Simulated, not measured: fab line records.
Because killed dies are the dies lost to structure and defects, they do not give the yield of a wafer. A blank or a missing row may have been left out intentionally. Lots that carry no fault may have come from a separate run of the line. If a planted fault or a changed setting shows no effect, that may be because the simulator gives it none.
fab line records	flow gf180mcu
record lots=5	wafers=15	last-day=33
route steps=602 shown M5@528 V5@540
lots that met no fault: from a run of the same line without faults
start-h: the number of hours between the record's first day and the start of the first shown wafer of the lot	wait-h: how many hours have passed since the lot's step before this one	" same as the row above	L1.1+2: a row that stands for several wafers	- no value, or no start was given	* or withheld: withheld	< > ~ a bound
route shown NAME@n: NAME is a module with steps in the file, n the number in the route of the first one	usual: mean/standard deviation of fault-free wafers	same: alike in all rows	chamber/n: place in a boat	sites: per-site readings	_std_site: standard deviation across them	_edge_site: mean of outer sites minus mean of inner sites	radius-mm: for every site, how far away it sits from the centre of the wafer	mask NAME#n: copy n	behind: the most recent tool/chamber to have shaped the wafer	hold: why the lot went on hold/how many hours it stayed there/how the hold came to an end	device: transistor that didn't switch, given as n, p or np	end of line: the tests these same wafers got at the end of their route	a step given without rows: its recipe and nothing more	killed: dies that structure and defects cost at the first sort, which is not the same as the wafer's yield	map: a wafer's dies, marking killed ones x, the rest . and places with no die _
set.NAME: the setting that was run; set.NAME@STEP: the one run at that earlier step	model.NAME: the simulator's own value behind a step, which no gauge read
lots at some steps of the route; a table a step, a row a wafer
services: when a tool's chamber went out of use (start-h, in hours from the record's first day, below 0 if earlier), for how many hours, and the reason
## steps
# step GF_M5_COAT_02
# recipe resist=KrF	spin-rpm=withheld	resist-thk-nm=1000
lot.wafer	tool	chamber	start-h	wait-h
L074.3+5+6	litho-track-01	0	594.75	0.1
L079.1+2+6	litho-track-01	0	636.45	0.1
L082.1+2+4	litho-track-03	0	657.27	0.1
L089.3+4+6	litho-track-04	0	708.51	0.1
L091.2+5+6	litho-track-03	0	722.85	0.1
# step GF_M5_SOFTBAKE_03
# recipe temp-c=130	time-s=60	resist=KrF
lot.wafer	tool	chamber	start-h	wait-h
L074.3+5+6	litho-track-01	0	594.90	0.1
L079.1+2+6	litho-track-01	0	636.60	0.1
L082.1+2+4	litho-track-03	0	657.42	0.1
L089.3+4+6	litho-track-04	0	708.66	0.1
L091.2+5+6	litho-track-03	0	723.00	0.1
# step GF_M5_EXPOSE_04
# recipe mask-id=Metal5	target-cd-nm=280	na=0.68	source-shape=conventional	sigma-outer=0.6	dose-mj=27.82
# usual stage-vel-mm-s=500.02/0.27
# same na=0.68
lot.wafer	tool	chamber	start-h	wait-h	mask	stage-vel-mm-s
L074.3	krf-scanner-01	0	-	-	Metal5#0	500.16
L074.5	"	0	"	"	Metal5#0	499.67
L074.6	"	0	"	"	Metal5#0	499.72
L079.1	krf-scanner-02	0	-	-	Metal5#0	499.95
L079.2	"	0	"	"	Metal5#0	500.24
L079.6	"	0	"	"	Metal5#0	500.12
L082.1	krf-scanner-02	0	-	-	Metal5#0	500.15
L082.2	"	0	"	"	Metal5#0	500.09
L082.4	"	0	"	"	Metal5#0	499.80
L089.3	krf-scanner-01	0	-	-	Metal5#0	499.62
L089.4	"	0	"	"	Metal5#0	499.52
L089.6	"	0	"	"	Metal5#0	500.12
L091.2	krf-scanner-01	0	-	-	Metal5#0	499.59
L091.5	"	0	"	"	Metal5#0	499.66
L091.6	"	0	"	"	Metal5#0	500.11
# step GF_M5_PEB_05
# recipe peb-temp-c=135	peb-time-s=90	resist=KrF
# same peb-time-s=90
lot.wafer	tool	chamber	start-h	wait-h
L074.3+5+6	litho-track-01	0	-	-
L079.1+2+6	litho-track-01	0	-	-
L082.1+2+4	litho-track-04	0	-	-
L089.3+4+6	litho-track-04	0	-	-
L091.2+5+6	litho-track-01	0	-	-
# step GF_M5_DEVELOP_06
# recipe develop-time-s=60	dev-temp-c=21
# usual developer-temp-C=21.00/0.12
lot.wafer	tool	chamber	start-h	wait-h	developer-temp-C
L074.3	litho-track-01	0	605.65	0.1	20.96
L074.5	"	0	"	"	21.03
L074.6	"	0	"	"	21.07
L079.1	litho-track-01	0	647.15	0.2	20.88
L079.2	"	0	"	"	20.96
L079.6	"	0	"	"	21.00
L082.1	litho-track-04	0	667.41	0.2	21.05
L082.2	"	0	"	"	20.97
L082.4	"	0	"	"	20.99
L089.3	litho-track-04	0	717.66	0.1	21.02
L089.4	"	0	"	"	20.96
L089.6	"	0	"	"	21.05
L091.2	litho-track-01	0	731.72	0.2	20.94
L091.5	"	0	"	"	20.86
L091.6	"	0	"	"	20.81
# step GF_M5_CD_MEAS_07
# recipe target-cd-nm=280
# usual cd-nm=280.1/1
lot.wafer	tool	chamber	start-h	wait-h	cd-nm
L074.3	cd-sem-01	-	605.79	0.1	279.3
L074.5	"	-	"	"	279.1
L074.6	"	-	"	"	278.9
L079.1	cd-sem-02	-	647.30	0.1	278.2
L079.2	"	-	"	"	278.0
L079.6	"	-	"	"	279.2
L082.1	cd-sem-01	-	667.56	0.1	279.7
L082.2	"	-	"	"	279.7
L082.4	"	-	"	"	280.7
L089.3	cd-sem-02	-	717.80	0.1	280.3
L089.4	"	-	"	"	279.1
L089.6	"	-	"	"	281.1
L091.2	cd-sem-01	-	731.87	0.1	281.0
L091.5	"	-	"	"	280.4
L091.6	"	-	"	"	279.7
# step GF_M5_OVL_MEAS_08
# usual M5_OVL=-3/5
lot.wafer	tool	chamber	start-h	wait-h	M5_OVL[nm]
L074.3	overlay-02	-	605.88	0.1	-4
L074.5	"	-	"	"	-1
L074.6	"	-	"	"	1
L079.1	overlay-01	-	647.42	0.1	-9
L079.2	"	-	"	"	-7
L079.6	"	-	"	"	-12
L082.1	overlay-01	-	667.68	0.1	-1
L082.2	"	-	"	"	-8
L082.4	"	-	"	"	-4
L089.3	overlay-01	-	717.89	0.1	-1
L089.4	"	-	"	"	-5
L089.6	"	-	"	"	0
L091.2	overlay-01	-	731.97	0.1	2
L091.5	"	-	"	"	1
L091.6	"	-	"	"	2
# step GF_M5_ETCH_09
# recipe chemistry=CF4/O2	target=Si3N4	target-depth-nm=52	source-w=800	bias-w=150	pressure-mtorr=150	cf4-flow-sccm=80	O2_flow_sccm=10	time-s=11.6
# usual drypump-motor-current-A=5.8/0.44	oes-product-au=0.995/0.0096	throttle-valve-pct=5.969/0.0089
lot.wafer	tool	chamber	start-h	wait-h	drypump-motor-current-A	oes-product-au	rf-hours-counter-h	throttle-valve-pct
L074.3	rie-diel-04	2	605.90	0.0	6.4	0.992	73	5.975
L074.5	"	2	"	"	6.5	0.992	-	5.967
L074.6	"	3	"	"	6.6	0.982	-	5.963
L079.1	rie-diel-02	1	647.45	0.0	5.8	0.991	12	5.969
L079.2	"	2	"	"	5.9	0.993	18	5.966
L079.6	"	1	"	"	5.7	0.995	-	5.966
L082.1	rie-diel-03	3	667.72	0.0	5.0	0.987	5	5.953
L082.2	"	2	"	"	5.4	0.996	59	5.963
L082.4	"	0	"	"	5.8	0.991	-	5.948
L089.3	rie-diel-04	3	717.92	0.0	6.6	0.980	6	5.962
L089.4	"	0	"	"	5.9	0.993	14	5.965
L089.6	"	2	"	"	6.5	0.993	-	5.966
L091.2	rie-diel-04	2	732.00	0.0	6.5	1.001	4	5.969
L091.5	"	0	"	"	5.9	0.992	-	5.969
L091.6	"	3	"	"	6.6	0.981	-	5.966
# step GF_M5_METAL_ETCH_10
# recipe chemistry=Cl2/BCl3	mask-material=KrF	target-depth-nm=627.5	stop-on=SiO2	pressure-mtorr=8	icp-w=800	bias-w=140	Cl2_flow_sccm=80	bcl3-flow-sccm=40	time-s=104.6
# usual drypump-motor-current-A=5.5/0.58	oes-product-au=0.973/0.0057	throttle-valve-pct=28.249/0.0088
lot.wafer	tool	chamber	start-h	wait-h	drypump-motor-current-A	oes-product-au	rf-hours-counter-h	throttle-valve-pct
L074.3	rie-metal-01	1	605.97	0.0	4.9	0.975	-	28.257
L074.5	"	0	"	"	5.6	0.975	-	28.246
L074.6	"	1	"	"	4.9	0.956	-	28.255
L079.1	rie-metal-01	1	647.48	0.0	4.9	0.967	11	28.238
L079.2	"	0	"	"	5.6	0.982	9	28.257
L079.6	"	0	"	"	5.6	0.968	-	28.250
L082.1	rie-metal-02	1	667.74	0.0	5.7	0.974	4	28.248
L082.2	"	0	"	"	5.3	0.978	2	28.250
L082.4	"	1	"	"	5.7	0.977	-	28.252
L089.3	rie-metal-04	1	717.98	0.0	5.2	0.976	-	28.236
L089.4	"	0	"	"	6.7	0.982	-	28.254
L089.6	"	1	"	"	5.2	0.978	-	28.234
L091.2	rie-metal-04	0	732.03	0.0	6.7	0.976	5	28.244
L091.5	"	0	"	"	6.7	0.981	-	28.247
L091.6	"	1	"	"	5.2	0.982	-	28.236
# step GF_M5_STRIP_11
# recipe chemistry=O2/N2	power-w=1400	pressure-mtorr=1500	platen-temp-c=250	o2-flow-sccm=3000	n2-flow-sccm=300	overash-fraction=0.5
# usual drypump-motor-current-A=6.0/0.39	heater-power-w=325/33	oes-product-au=0.542/0.0049	strip-time-to-endpoint-s=7.51/0.051
# same overash-fraction=0.5
lot.wafer	tool	chamber	start-h	wait-h	drypump-motor-current-A	heater-power-w	oes-product-au	rf-hours-counter-h	strip-time-to-endpoint-s
L074.3	plasma-asher-01	1	606.07	0.1	5.9	327	0.550	-	7.51
L074.5	"	0	"	"	5.8	305	0.537	-	7.47
L074.6	"	1	"	"	5.9	316	0.545	-	7.49
L079.1	plasma-asher-02	1	647.59	0.1	6.5	365	0.540	98	7.52
L079.2	"	0	"	"	6.8	360	0.537	98	7.44
L079.6	"	0	"	"	6.8	365	0.543	-	7.43
L082.1	plasma-asher-01	1	667.85	0.1	5.9	327	0.556	94	7.57
L082.2	"	0	"	"	5.7	301	0.550	94	7.58
L082.4	"	1	"	"	5.9	325	0.542	-	7.54
L089.3	plasma-asher-01	0	718.09	0.1	5.7	298	0.535	-	7.54
L089.4	"	1	"	"	5.9	320	0.537	-	7.46
L089.6	"	1	"	"	5.9	323	0.540	-	7.52
L091.2	plasma-asher-01	0	732.14	0.1	5.8	291	0.535	100	7.52
L091.5	"	1	"	"	5.9	308	0.541	-	7.45
L091.6	"	0	"	"	5.8	303	0.532	-	7.53
# step GF_M5_STRIP_12
# recipe chemistry=post-etch-residue-remover	time-s=1200	temp-c=72.5
lot.wafer	tool	chamber	start-h	wait-h
L074.3+5+6	wet-bench-02	1	606.14	0.0
L079.1+2+6	wet-bench-04	2	647.69	0.1
L082.1+2+4	wet-bench-04	2	667.95	0.1
L089.3+4+6	wet-bench-02	1	718.15	0.0
L091.2+5+6	wet-bench-01	2	732.24	0.1
# step GF_M5_CLEAN_13
# recipe chemistry=DIW	dry=n2-spin
lot.wafer	tool	chamber	start-h	wait-h
L074.3+5+6	wet-bench-01	0	606.48	0.0
L079.1+2+6	wet-bench-01	1	648.06	0.0
L082.1+2+4	wet-bench-01	1	668.29	0.0
L089.3+4+6	wet-bench-04	2	718.56	0.0
L091.2+5+6	wet-bench-02	2	732.58	0.0
# step GF_V5_CVD_00
# recipe material=SiO2	target-thk-nm=300	sigma-open-frac=0.3	temp-c=400	time-s=50	sih4-flow-sccm=60	pressure-mtorr=6
lot.wafer	tool	chamber	start-h	wait-h
L074.3+5+6	hdpcvd-01	2,2,0	606.58	0.0
L079.1+2+6	hdpcvd-01	2,0,2	648.15	0.0
L082.1+2+4	hdpcvd-01	0,1,0	668.39	0.0
L089.3+4+6	hdpcvd-02	2,1,0	718.66	0.0
L091.2+5+6	hdpcvd-02	0,1,0	732.67	0.0
## services
tool	chamber	start-h	hours	kind
krf-scanner-01	-	575.05	0.8	pm
rie-metal-04	1	595.40	9.0	repair
rie-diel-02	-	597.28	2.8	pm
hdpcvd-02	2	599.20	8.8	repair
rie-diel-03	-	606.55	0.5	repair
krf-scanner-02	-	607.05	1.3	pm
litho-track-03	-	614.00	-	consumable-replace:filter
krf-scanner-01	-	622.16	4.0	pm
wet-bench-01	-	626.79	6.0	repair
rie-metal-04	-	630.39	1.0	repair
rie-diel-03	1	630.48	125.3	repair
hdpcvd-01	-	648.67	1.4	repair
rie-metal-04	-	651.84	6.0	repair
krf-scanner-02	-	655.56	1.6	repair
krf-scanner-01	-	658.71	0.8	repair
rie-diel-03	-	667.11	0.5	repair
hdpcvd-01	-	668.96	0.3	repair
krf-scanner-02	-	674.68	1.0	pm
krf-scanner-01	-	675.71	0.8	repair
krf-scanner-01	-	691.62	1.0	pm
wet-bench-02	-	691.73	1.9	pm
wet-bench-04	-	697.57	4.4	pm
krf-scanner-01	-	703.75	1.3	pm
rie-diel-02	2	720.18	2.3	repair
## key
fault none
